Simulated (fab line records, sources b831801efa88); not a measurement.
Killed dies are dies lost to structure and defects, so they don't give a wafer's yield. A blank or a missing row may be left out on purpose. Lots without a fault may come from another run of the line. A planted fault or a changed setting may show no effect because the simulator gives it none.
fab line records | flow sky130
record lots=24 wafers=72 last_day=50
route steps=708 shown VIA2@519 VIA3@597 METAL4@600 VIA4@658
lots that met no fault: from a run of the same line without faults
start_h: hours from the record's first day to the start of the lot's first wafer shown | wait_h: hours since the lot's step before | " the same as in the row above | L1.1+2: a row that stands for several wafers | - no value, or no start given | * or withheld: withheld | < > ~ a bound
route shown NAME@n: a module of which the file shows steps, and the number in the route of the first | usual: mean/standard deviation of fault-free wafers | same: alike in all rows | chamber/n: place in a boat | sites: the reading at each site | _std_site: their standard deviation | _edge_site: outer sites' mean less inner sites' | radius_mm: how far each site lies from the wafer's centre | mask NAME#n: copy n | behind: the tool/chamber that last shaped the wafer | hold: why the lot was held/for how many hours/how that ended | device: the transistor (n, p or np) that didn't switch | end of line: the same wafers' tests at the end of the route | a step without rows: its recipe alone | killed: dies lost to structure and defects at the first sort, not the wafer's yield | map: a wafer's dies, x killed, . not, _ none there
set.NAME: the setting as run; set.NAME@STEP: as run at that earlier step | model.NAME: the simulator's own value behind a step, which no gauge read
steps of the route over a sample of lots; a table a step, a row a wafer
services: from which hour (start_h, from the record's first day; less than 0 if before it) a tool's chamber was out of use, for how many hours, and why
## steps
# step SKY_VIA2_CD_MEAS_12
# recipe target_cd_nm=200
# usual cd_nm=200.2/1.7
# columns lot.wafer tool chamber start_h wait_h cd_nm
L075.1 cd_sem-02 - 845.91 - 198.7
L075.5 " - " " 199.6
L075.6 " - " " 197.8
L074.1 cd_sem-01 - 846.63 - 201.6
L074.5 " - " " 200.7
L074.6 " - " " 201.2
L076.3 cd_sem-02 - 855.90 - 201.6
L076.4 " - " " 202.8
L076.5 " - " " 202.8
L077.3 cd_sem-01 - 860.15 - 200.3
L077.4 " - " " 201.7
L077.6 " - " " 200.7
L078.1 cd_sem-02 - 865.58 - 201.8
L078.2 " - " " 200.0
L078.3 " - " " 201.5
L079.1 cd_sem-01 - 877.63 - 199.0
L079.2 " - " " 199.7
L079.5 " - " " 199.1
L080.3 cd_sem-01 - 884.80 - 198.8
L080.4 " - " " 200.5
L080.5 " - " " 199.8
L081.1 cd_sem-02 - 906.46 - 198.5
L081.3 " - " " 197.9
L081.6 " - " " 197.0
L082.2 cd_sem-02 - 911.28 - 198.7
L082.3 " - " " 199.2
L082.6 " - " " 200.1
L083.2 cd_sem-02 - 911.68 - 200.5
L083.4 " - " " 201.3
L083.6 " - " " 199.5
L084.1 cd_sem-02 - 920.98 - 202.9
L084.4 " - " " 202.9
L084.6 " - " " 202.4
L085.3 cd_sem-01 - 924.07 - 197.1
L085.5 " - " " 197.5
L085.6 " - " " 197.9
L087.2 cd_sem-02 - 950.03 - 200.5
L087.5 " - " " 200.7
L087.6 " - " " 200.4
L086.1 cd_sem-02 - 951.88 - 201.1
L086.3 " - " " 199.5
L086.5 " - " " 201.0
L088.2 cd_sem-01 - 954.30 - 199.1
L088.3 " - " " 198.9
L088.6 " - " " 200.3
L089.2 cd_sem-01 - 964.33 - 201.2
L089.5 " - " " 201.7
L089.6 " - " " 200.4
L092.2 cd_sem-02 - 966.78 - 201.3
L092.4 " - " " 202.4
L092.5 " - " " 201.1
L090.2 cd_sem-01 - 969.00 - 200.0
L090.3 " - " " 200.1
L090.5 " - " " 200.1
L091.2 cd_sem-01 - 970.83 - 204.6
L091.4 " - " " 204.5
L091.5 " - " " 204.0
L093.1 cd_sem-01 - 974.31 - 196.3
L093.2 " - " " 198.2
L093.4 " - " " 197.7
L094.1 cd_sem-01 - 980.46 - 202.9
L094.2 " - " " 200.5
L094.6 " - " " 201.0
L095.1 cd_sem-01 - 988.41 - 199.0
L095.2 " - " " 200.0
L095.3 " - " " 200.8
L096.1 cd_sem-01 - 997.36 - 200.2
L096.2 " - " " 199.2
L096.5 " - " " 196.7
L097.1 cd_sem-02 - 1003.83 - 200.2
L097.5 " - " " 198.8
L097.6 " - " " 199.9
# step SKY_VIA2_STRIP_16
# recipe chemistry=O2/N2 power_w=1400 pressure_mtorr=1500 platen_temp_c=withheld o2_flow_sccm=3000 n2_flow_sccm=300 overash_fraction=0.5
# usual drypump_motor_current_A=6.0/0.38 oes_product_au=0.399/0.0045 strip_time_to_endpoint_s=4.064/0.026
# columns lot.wafer tool chamber start_h wait_h drypump_motor_current_A oes_product_au rf_hours_counter_h strip_time_to_endpoint_s
L075.1 plasma_asher-04 1 846.17 0.0 5.8 0.395 99 4.040
L075.5 " 0 " " 5.3 0.396 - 4.007
L075.6 " 1 " " 5.9 0.398 - 4.048
L074.1 plasma_asher-01 1 846.89 0.0 5.9 0.397 10 4.041
L074.5 " 0 " " 6.4 0.403 - 4.045
L074.6 " 1 " " 5.9 0.405 - 4.079
L076.3 plasma_asher-01 1 856.16 0.1 5.9 0.390 - 3.990
L076.4 " 0 " " 6.4 0.393 - 4.025
L076.5 " 1 " " 5.9 0.399 - 4.032
L077.3 plasma_asher-04 1 860.40 0.1 5.8 0.405 - 4.079
L077.4 " 0 " " 5.3 0.400 - 4.080
L077.6 " 0 " " 5.3 0.398 - 4.008
L078.1 plasma_asher-03 0 865.84 0.0 6.4 0.396 43 4.070
L078.2 " 1 " " 6.0 0.392 43 4.052
L078.3 " 0 " " 6.4 0.397 - 4.109
L079.1 plasma_asher-03 0 877.89 0.0 6.4 0.391 44 4.031
L079.2 " 1 " " 6.0 0.395 44 4.030
L079.5 " 1 " " 6.0 0.396 - 4.037
L080.3 plasma_asher-04 0 885.05 0.1 5.3 0.401 - 4.053
L080.4 " 1 " " 5.8 0.397 - 4.081
L080.5 " 1 " " 5.8 0.405 - 4.083
L081.1 plasma_asher-03 0 906.73 0.0 6.4 0.401 47 4.045
L081.3 " 1 " " 6.0 0.395 - 4.065
L081.6 " 1 " " 6.0 0.395 - 4.039
L082.2 plasma_asher-01 0 911.53 0.0 6.4 0.404 17 4.023
L082.3 " 1 " " 5.9 0.401 - 4.072
L082.6 " 1 " " 5.9 0.403 - 4.073
L083.2 plasma_asher-03 1 911.92 0.0 6.0 0.400 48 4.084
L083.4 " 1 " " 6.0 0.402 - 4.029
L083.6 " 0 " " 6.4 0.393 - 4.054
L084.1 plasma_asher-01 1 921.24 0.0 5.9 0.404 18 4.096
L084.4 " 1 " " 6.0 0.400 - 4.096
L084.6 " 1 " " 5.9 0.397 - 4.083
L085.3 plasma_asher-03 0 924.32 0.1 6.4 0.401 - 4.066
L085.5 " 1 " " 6.0 0.400 - 4.047
L085.6 " 0 " " 6.4 0.403 - 4.093
L087.2 plasma_asher-03 1 950.27 0.0 6.0 0.399 51 4.045
L087.5 " 1 " " 6.0 0.392 - 4.062
L087.6 " 0 " " 6.4 0.397 - 4.072
L086.1 plasma_asher-04 1 952.14 0.0 5.9 0.401 110 4.036
L086.3 " 1 " " 5.9 0.404 - 4.068
L086.5 " 0 " " 5.3 0.404 - 4.064
L088.2 plasma_asher-04 1 954.54 0.0 5.9 0.398 110 4.099
L088.3 " 0 " " 5.3 0.400 - 4.088
L088.6 " 0 " " 5.3 0.405 - 4.086
L089.2 plasma_asher-03 0 964.57 0.0 6.4 0.395 52 4.090
L089.5 " 0 " " 6.4 0.407 - 4.076
L089.6 " 1 " " 6.0 0.396 - 4.087
L092.2 plasma_asher-03 1 967.02 0.0 6.0 0.399 53 4.091
L092.4 " 1 " " 6.0 0.399 - 4.025
L092.5 " 0 " " 6.4 0.401 - 4.035
L090.2 plasma_asher-04 0 969.24 0.0 5.3 0.395 111 4.064
L090.3 " 0 " " 5.3 0.399 - 4.070
L090.5 " 0 " " 5.3 0.402 - 4.025
L091.2 plasma_asher-03 0 971.08 0.0 6.4 0.398 53 4.040
L091.4 " 0 " " 6.4 0.399 - 4.050
L091.5 " 1 " " 6.0 0.407 - 4.061
L093.1 plasma_asher-04 1 974.62 0.1 5.9 0.408 112 4.106
L093.2 " 0 " " 5.3 0.394 112 4.066
L093.4 " 0 " " 5.3 0.394 - 4.040
L094.1 plasma_asher-01 0 980.73 0.0 6.4 0.404 23 4.078
L094.2 " 1 " " 5.9 0.397 23 4.052
L094.6 " 1 " " 5.9 0.401 - 4.035
L095.1 plasma_asher-03 0 988.67 0.0 6.4 0.393 55 4.047
L095.2 " 1 " " 6.0 0.401 55 4.069
L095.3 " 0 " " 6.4 0.396 - 4.033
L096.1 plasma_asher-01 1 997.62 0.0 5.9 0.402 25 4.094
L096.2 " 0 " " 6.4 0.396 25 4.075
L096.5 " 1 " " 5.9 0.399 - 4.082
L097.1 plasma_asher-03 0 1004.09 0.0 6.4 0.402 56 4.052
L097.5 " 1 " " 6.0 0.403 - 4.048
L097.6 " 0 " " 6.4 0.403 - 4.050
# step SKY_VIA2_RS_MEAS_22
# recipe thk_meas_gauge=four-point-probe reads=W_of_VIA2_CVD_21+TiN_of_VIA2_SPUTTER_20
# usual VIA2_W_RS=0.2749/0.0027
# columns lot.wafer tool chamber start_h wait_h VIA2_W_RS[ohm/sq]
L075.1 film_metro-03 - 846.99 0.1 0.2768
L075.5 " - " " 0.2740
L075.6 " - " " 0.2777
L074.1 film_metro-04 - 847.72 0.1 0.2785
L074.5 " - " " 0.2793
L074.6 " - " " 0.2779
L076.3 film_metro-03 - 856.99 0.1 0.2726
L076.4 " - " " 0.2728
L076.5 " - " " 0.2725
L077.3 film_metro-01 - 861.21 0.1 0.2782
L077.4 " - " " 0.2756
L077.6 " - " " 0.2772
L078.1 film_metro-03 - 866.67 0.1 0.2776
L078.2 " - " " 0.2740
L078.3 " - " " 0.2727
L079.1 film_metro-03 - 878.71 0.1 0.2776
L079.2 " - " " 0.2764
L079.5 " - " " 0.2750
L080.3 film_metro-04 - 885.85 0.1 0.2787
L080.4 " - " " 0.2737
L080.5 " - " " 0.2755
L081.1 film_metro-04 - 907.55 0.1 0.2726
L081.3 " - " " 0.2756
L081.6 " - " " 0.2713
L082.2 film_metro-03 - 912.37 0.1 0.2788
L082.3 " - " " 0.2773
L082.6 " - " " 0.2768
L083.2 film_metro-03 - 912.76 0.1 0.2702
L083.4 " - " " 0.2757
L083.6 " - " " 0.2737
L084.1 film_metro-01 - 922.03 0.1 0.2732
L084.4 " - " " 0.2782
L084.6 " - " " 0.2718
L085.3 film_metro-03 - 925.11 0.1 0.2733
L085.5 " - " " 0.2746
L085.6 " - " " 0.2708
L087.2 film_metro-01 - 951.43 0.1 0.2752
L087.5 " - " " 0.2732
L087.6 " - " " 0.2779
L086.1 film_metro-04 - 953.02 0.1 0.2708
L086.3 " - " " 0.2724
L086.5 " - " " 0.2762
L088.2 film_metro-01 - 955.38 0.1 0.2693
L088.3 " - " " 0.2723
L088.6 " - " " 0.2686
L089.2 film_metro-04 - 965.81 0.1 0.2779
L089.5 " - " " 0.2734
L089.6 " - " " 0.2795
L092.2 film_metro-03 - 968.17 0.1 0.2773
L092.4 " - " " 0.2750
L092.5 " - " " 0.2749
L090.2 film_metro-04 - 970.39 0.1 0.2754
L090.3 " - " " 0.2747
L090.5 " - " " 0.2744
L091.2 film_metro-03 - 971.92 0.1 0.2724
L091.4 " - " " 0.2735
L091.5 " - " " 0.2698
L093.1 film_metro-01 - 975.53 0.1 0.2756
L093.2 " - " " 0.2749
L093.4 " - " " 0.2783
L094.1 film_metro-03 - 981.51 0.1 0.2723
L094.2 " - " " 0.2733
L094.6 " - " " 0.2737
L095.1 film_metro-01 - 989.46 0.1 0.2757
L095.2 " - " " 0.2759
L095.3 " - " " 0.2723
L096.1 film_metro-01 - 998.42 0.1 0.2748
L096.2 " - " " 0.2774
L096.5 " - " " 0.2785
L097.1 film_metro-03 - 1004.91 0.1 0.2711
L097.5 " - " " 0.2759
L097.6 " - " " 0.2719
# step SKY_VIA3_CMP_24
# recipe stop_on=SiO2 t_overpolish_s=20 down_force_psi=3.5 platen_rpm=60 target_thk_nm=0 pad_velocity_m_s=0.94248
# usual motor_current_A=11.6/0.99 overpolish_run_s=19.999/0.0085 platen_rpm=60.00/0.036 time_to_endpoint_s=92/3.6
# columns lot.wafer tool chamber start_h wait_h motor_current_A overpolish_run_s platen_rpm time_to_endpoint_s
L075.1 cmp-02 1 926.64 0.3 10.1 19.988 60.07 91
L075.5 " 3 " " 12.4 19.988 59.98 97
L075.6 " 0 " " 10.4 19.999 60.05 88
L074.1 cmp-02 2 928.08 0.1 11.4 19.996 60.05 91
L074.5 " 0 " " 11.3 19.988 59.97 87
L074.6 " 1 " " 10.2 20.013 60.02 95
L076.4 cmp-02 0 936.16 0.0 11.1 20.005 60.03 88
L076.3 " 3 " " 12.9 20.003 60.06 94
L076.5 " 1 " " 10.0 20.002 60.04 89
L077.3 cmp-01 3 940.79 0.0 11.7 20.000 60.01 92
L077.4 " 2 " " 11.0 20.003 59.97 88
L077.6 " 3 " " 11.5 19.988 60.03 90
L078.3 cmp-01 0 947.50 0.0 12.1 19.993 59.98 86
L078.1 " 2 " " 11.2 19.999 59.98 88
L078.2 " 3 " " 11.7 19.974 60.02 92
L079.1 cmp-01 1 957.47 0.1 13.4 20.008 59.95 93
L079.2 " 2 " " 11.1 20.007 59.92 95
L079.5 " 2 " " 11.4 20.003 59.99 94
L080.3 cmp-01 1 963.30 0.0 13.5 20.001 60.08 90
L080.4 " 0 " " 12.3 19.995 59.97 91
L080.5 " 1 " " 12.4 19.993 60.01 86
L081.1 cmp-02 1 985.09 0.1 10.2 19.985 60.06 94
L081.3 " 3 " " 12.3 20.006 59.98 100
L081.6 " 2 " " 11.3 19.991 59.98 93
L082.2 cmp-01 2 987.69 0.1 11.0 20.000 60.03 90
L082.3 " 0 " " 12.0 19.995 59.99 93
L082.6 " 2 " " 11.1 20.000 60.02 94
L083.4 cmp-02 3 988.93 0.0 13.1 19.996 59.97 94
L083.2 " 2 " " 11.1 19.991 60.00 95
L083.6 " 3 " " 12.9 19.995 59.96 99
L084.1 cmp-01 0 997.93 0.1 12.2 20.009 60.01 97
L084.4 " 1 " " 12.6 20.010 59.95 90
L084.6 " 0 " " 11.3 19.989 59.98 95
L085.3 cmp-02 1 1000.34 0.2 10.4 20.001 59.94 91
L085.6 " 2 " " 11.5 19.995 60.02 90
L085.5 " 3 " " 12.8 20.022 60.03 96
L087.2 cmp-02 3 1024.73 0.0 11.9 20.001 60.01 95
L087.6 " 3 " " 12.4 19.999 60.04 93
L087.5 " 0 " " 10.7 20.008 59.98 88
L086.1 cmp-01 2 1025.98 0.1 11.2 19.997 60.03 89
L086.3 " 3 " " 11.7 20.008 60.04 95
L086.5 " 1 " " 13.4 20.004 60.00 90
L088.3 cmp-02 2 1028.24 0.1 11.6 20.006 60.09 91
L088.2 " 3 " " 12.7 19.996 59.97 95
L088.6 " 1 " " 9.7 19.990 60.01 89
L089.2 cmp-02 0 1039.42 0.1 11.1 20.003 60.05 83
L089.6 " 2 " " 11.0 20.011 59.96 93
L089.5 " 3 " " 11.9 20.004 60.02 95
L092.2 cmp-02 3 1041.43 0.0 12.8 19.980 60.03 96
L092.4 " 0 " " 10.9 20.000 59.98 93
L092.5 " 3 " " 12.2 19.992 59.98 99
L090.2 cmp-01 1 1044.03 0.0 13.3 20.003 60.02 89
L090.3 " 0 " " 12.3 20.012 59.95 95
L090.5 " 2 " " 11.5 20.001 60.00 92
L091.4 cmp-02 1 1045.13 0.1 10.3 19.992 60.01 92
L091.2 " 3 " " 12.4 20.002 60.05 97
L091.5 " 0 " " 10.5 20.007 60.01 90
L093.2 cmp-01 1 1048.06 0.0 12.9 19.986 60.00 92
L093.1 " 3 " " 11.1 19.999 60.02 90
L093.4 " 0 " " 11.6 19.999 60.02 93
L094.1 cmp-01 3 1052.63 0.1 11.5 19.997 60.04 95
L094.2 " 0 " " 11.9 20.012 60.00 97
L094.6 " 0 " " 12.2 20.000 60.00 96
L095.3 cmp-02 3 1061.43 0.1 13.0 20.000 60.04 96
L095.2 " 0 " " 10.5 20.014 60.02 87
L095.1 " 1 " " 10.3 20.008 59.99 91
L096.2 cmp-02 2 1069.16 0.1 11.3 20.000 59.97 85
L096.1 " 3 " " 12.5 20.013 60.07 90
L096.5 " 1 " " 10.0 19.997 60.03 85
L097.1 cmp-02 2 1076.86 0.1 11.7 20.007 59.93 96
L097.5 " 0 " " 10.7 19.988 60.03 92
L097.6 " 1 " " 10.3 19.992 59.96 94
# step SKY_METAL4_SPUTTER_02
# recipe material=AlCu target_thk_nm=735 power_w=10600 time_s=39.1 chamber_pressure_pa=0.4
# usual chamber_pressure_pa=0.4001/0.0008 throttle_valve_pct=30.7/1.5
# columns lot.wafer tool chamber start_h wait_h chamber_pressure_pa throttle_valve_pct
L075.1 pvd_sputter-04 - 926.89 0.0 0.4005 30.7
L075.5 " - " " 0.4008 31.3
L075.6 " - " " 0.3993 32.0
L074.1 pvd_sputter-01 - 928.33 0.0 0.3999 29.9
L074.5 " - " " 0.4001 33.4
L074.6 " - " " 0.3997 31.3
L076.3 pvd_sputter-04 - 936.51 0.0 0.4010 32.0
L076.4 " - " " 0.4010 29.5
L076.5 " - " " 0.3999 31.4
L077.3 pvd_sputter-04 - 941.14 0.0 0.4002 29.6
L077.4 " - " " 0.3992 30.8
L077.6 " - " " 0.3994 29.5
L078.1 pvd_sputter-01 - 947.84 0.0 0.3999 31.0
L078.2 " - " " 0.4000 33.1
L078.3 " - " " 0.4012 29.8
L079.1 pvd_sputter-03 - 957.81 0.0 0.3996 32.2
L079.2 " - " " 0.4004 30.4
L079.5 " - " " 0.3988 29.6
L080.3 pvd_sputter-03 - 963.65 0.0 0.3997 30.4
L080.4 " - " " 0.3988 31.9
L080.5 " - " " 0.4005 27.1
L081.1 pvd_sputter-04 - 985.44 0.0 0.4004 32.1
L081.3 " - " " 0.4005 31.0
L081.6 " - " " 0.4009 30.9
L082.2 pvd_sputter-04 - 987.99 0.0 0.3999 31.9
L082.3 " - " " 0.4001 29.8
L082.6 " - " " 0.3999 32.5
L083.2 pvd_sputter-03 - 989.28 0.0 0.3996 29.7
L083.4 " - " " 0.3998 32.0
L083.6 " - " " 0.4003 29.7
L084.1 pvd_sputter-03 - 998.28 0.0 0.4002 27.3
L084.4 " - " " 0.3999 30.3
L084.6 " - " " 0.3996 27.3
L085.3 pvd_sputter-04 - 1000.54 0.0 0.4012 30.8
L085.5 " - " " 0.4004 29.2
L085.6 " - " " 0.4000 30.8
L087.2 pvd_sputter-01 - 1025.08 0.0 0.4005 30.9
L087.5 " - " " 0.3989 33.2
L087.6 " - " " 0.4002 29.9
L086.1 pvd_sputter-01 - 1026.28 0.0 0.3994 31.1
L086.3 " - " " 0.4010 31.1
L086.5 " - " " 0.4013 31.2
L088.2 pvd_sputter-03 - 1028.54 0.0 0.3993 27.4
L088.3 " - " " 0.4005 31.9
L088.6 " - " " 0.4003 27.5
L089.2 pvd_sputter-01 - 1039.67 0.0 0.3993 31.2
L089.5 " - " " 0.3995 29.7
L089.6 " - " " 0.4010 30.7
L092.2 pvd_sputter-03 - 1041.78 0.0 0.3989 30.5
L092.4 " - " " 0.4002 29.6
L092.5 " - " " 0.3982 31.8
L090.2 pvd_sputter-04 - 1044.39 0.0 0.4009 29.5
L090.3 " - " " 0.4006 31.0
L090.5 " - " " 0.3997 31.0
L091.2 pvd_sputter-04 - 1045.43 0.0 0.3999 30.9
L091.4 " - " " 0.4018 31.4
L091.5 " - " " 0.4012 29.6
L093.1 pvd_sputter-04 - 1048.40 0.0 0.3993 31.4
L093.2 " - " " 0.3994 30.9
L093.4 " - " " 0.4002 29.2
L094.1 pvd_sputter-01 - 1052.98 0.0 0.3997 31.0
L094.2 " - " " 0.4008 30.9
L094.6 " - " " 0.3989 30.8
L095.1 pvd_sputter-04 - 1061.73 0.0 0.3997 32.1
L095.2 " - " " 0.3995 30.8
L095.3 " - " " 0.4006 29.6
L096.1 pvd_sputter-04 - 1069.41 0.0 0.4002 30.9
L096.2 " - " " 0.4001 29.4
L096.5 " - " " 0.4008 31.3
L097.1 pvd_sputter-03 - 1077.11 0.0 0.3992 31.9
L097.5 " - " " 0.4008 27.1
L097.6 " - " " 0.3988 30.1
# step SKY_VIA4_RS_MEAS_19
# recipe thk_meas_gauge=four-point-probe reads=W_of_VIA4_CVD_18+TiN_of_VIA4_SPUTTER_17
# usual VIA4_W_RS=0.2284/0.0024
# columns lot.wafer tool chamber start_h wait_h VIA4_W_RS[ohm/sq]
L075.1 film_metro-03 - 1000.46 0.1 0.2281
L075.5 " - " " 0.2259
L075.6 " - " " 0.2255
L074.1 film_metro-04 - 1002.27 0.1 0.2249
L074.5 " - " " 0.2248
L074.6 " - " " 0.2243
L076.3 film_metro-04 - 1010.07 0.1 0.2286
L076.4 " - " " 0.2263
L076.5 " - " " 0.2246
L077.3 film_metro-03 - 1013.61 0.1 0.2267
L077.4 " - " " 0.2257
L077.6 " - " " 0.2273
L078.1 film_metro-01 - 1020.18 0.3 0.2236
L078.2 " - " " 0.2236
L078.3 " - " " 0.2267
L079.1 film_metro-03 - 1030.46 0.1 0.2284
L079.2 " - " " 0.2278
L079.5 " - " " 0.2260
L080.3 film_metro-01 - 1035.55 0.1 0.2271
L080.4 " - " " 0.2295
L080.5 " - " " 0.2311
L081.1 film_metro-03 - 1057.33 0.3 0.2289
L081.3 " - " " 0.2256
L081.6 " - " " 0.2260
L082.2 film_metro-03 - 1059.41 0.2 0.2280
L082.3 " - " " 0.2275
L082.6 " - " " 0.2251
L083.2 film_metro-03 - 1060.29 0.1 0.2308
L083.4 " - " " 0.2311
L083.6 " - " " 0.2296
L084.1 film_metro-04 - 1068.83 0.1 0.2315
L084.4 " - " " 0.2322
L084.6 " - " " 0.2300
L085.3 film_metro-04 - 1071.17 0.1 0.2290
L085.5 " - " " 0.2292
L085.6 " - " " 0.2254
L087.2 film_metro-04 - 1092.26 0.1 0.2279
L087.5 " - " " 0.2298
L087.6 " - " " 0.2259
L086.1 film_metro-03 - 1093.95 0.1 0.2271
L086.3 " - " " 0.2225
L086.5 " - " " 0.2271
L088.2 film_metro-03 - 1095.30 0.1 0.2325
L088.3 " - " " 0.2318
L088.6 " - " " 0.2320
L089.2 film_metro-01 - 1106.04 0.1 0.2275
L089.5 " - " " 0.2273
L089.6 " - " " 0.2303
L092.2 film_metro-01 - 1107.55 0.1 0.2302
L092.4 " - " " 0.2325
L092.5 " - " " 0.2290
L090.2 film_metro-01 - 1109.49 0.1 0.2311
L090.3 " - " " 0.2294
L090.5 " - " " 0.2302
L091.2 film_metro-01 - 1111.37 0.1 0.2260
L091.4 " - " " 0.2263
L091.5 " - " " 0.2298
L093.1 film_metro-01 - 1112.74 0.1 0.2285
L093.2 " - " " 0.2279
L093.4 " - " " 0.2298
L094.1 film_metro-03 - 1116.87 0.1 0.2295
L094.2 " - " " 0.2314
L094.6 " - " " 0.2286
L095.1 film_metro-04 - 1125.30 0.1 0.2302
L095.2 " - " " 0.2301
L095.3 " - " " 0.2308
L096.1 film_metro-03 - 1132.10 0.1 0.2276
L096.2 " - " " 0.2319
L096.5 " - " " 0.2296
L097.1 film_metro-03 - 1137.75 0.1 0.2318
L097.5 " - " " 0.2284
L097.6 " - " " 0.2287
## services
# columns tool chamber start_h hours kind
cmp-02 - 826.05 4.9 pm
cmp-01 - 826.78 2.1 repair
cmp-01 - 849.26 2.6 repair
pvd_sputter-04 - 854.81 2.0 repair
cmp-02 - 856.58 4.0 pm
cmp-02 - 864.50 1.4 repair
pvd_sputter-01 - 877.90 3.2 repair
plasma_asher-01 - 877.99 4.4 repair
cmp-01 - 879.82 3.8 pm
cmp-01 - 891.95 4.6 pm
pvd_sputter-01 - 901.31 6.1 repair
cmp-02 - 912.00 4.0 pm
cmp-01 - 916.00 20.6 pm
plasma_asher-03 - 918.81 0.8 repair
plasma_asher-03 - 919.86 1.5 repair
cmp-01 - 935.35 0.3 repair
plasma_asher-04 - 965.02 0.9 repair
pvd_sputter-04 - 966.36 3.0 repair
cmp-02 - 975.51 3.1 repair
cmp-01 - 1000.31 1.2 repair
plasma_asher-03 - 1014.03 1.5 repair
plasma_asher-04 - 1021.13 15.6 pm
plasma_asher-04 - 1055.34 9.0 pm
plasma_asher-03 - 1056.49 2.8 pm
## key
fault none
